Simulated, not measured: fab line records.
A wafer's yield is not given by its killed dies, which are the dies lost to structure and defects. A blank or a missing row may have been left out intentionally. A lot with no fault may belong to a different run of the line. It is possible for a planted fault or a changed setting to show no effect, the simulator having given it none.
Matching of chambers    flow gf180mcu    cmp-02 running GF_V3_CMP_26: 4 sister chambers
The step polishes, stops on SiO2, t overpolish 15 s, target thk 0 nm. 8 wafers are shown with their chamber, then 8 later ones without.

EACH WAFER AND ITS CHAMBER
wafer   chamber  motor_current_A (A)  time_to_endpoint_s (s)
L375.6  1        9.5                  89
L376.6  0        13.0                 78
L378.5  0        12.6                 80
L380.2  1        9.1                  87
L381.3  2        9.9                  91
L381.5  2        10.3                 90
L381.6  3        11.3                 91
L385.3  3        12.0                 88

WAFERS WITH NO CHAMBER GIVEN
wafer   motor_current_A (A)  time_to_endpoint_s (s)
L385.4  12.7                 82
L385.6  11.5                 89
L387.3  11.7                 85
L387.5  10.3                 88
L387.6  9.4                  86
L388.4  12.7                 80
L388.5  12.4                 82
L388.6  9.0                  91

THE CHAMBER EACH PASSED THROUGH
wafer   from the rows above      in truth
L385.4  0                        0
L385.6  3                        3
L387.3  3                        3
L387.5  can't be placed: 2 or 1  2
L387.6  1                        1
L388.4  0                        0
L388.5  0                        0
L388.6  can't be placed: 1 or 2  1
Correct placement for 6 of the 8. Not placeable from these rows: 2 (in 2, the candidates include the true chamber). Placed wrongly: 0.
How it was worked out, from the rows above alone: a wafer's distance from a chamber is the root of the sum, over the readings, of the square of ((its reading less the chamber's mean) divided by the reading's scatter). The wafer belongs to the nearest chamber; if the next one is less than 2 further off, it can't be placed. A chamber's mean is the mean of its shown wafers. The scatter: take each reading less its chamber's mean, square it, sum over the shown wafers, divide by the number of wafers less the number of chambers, and take the root.
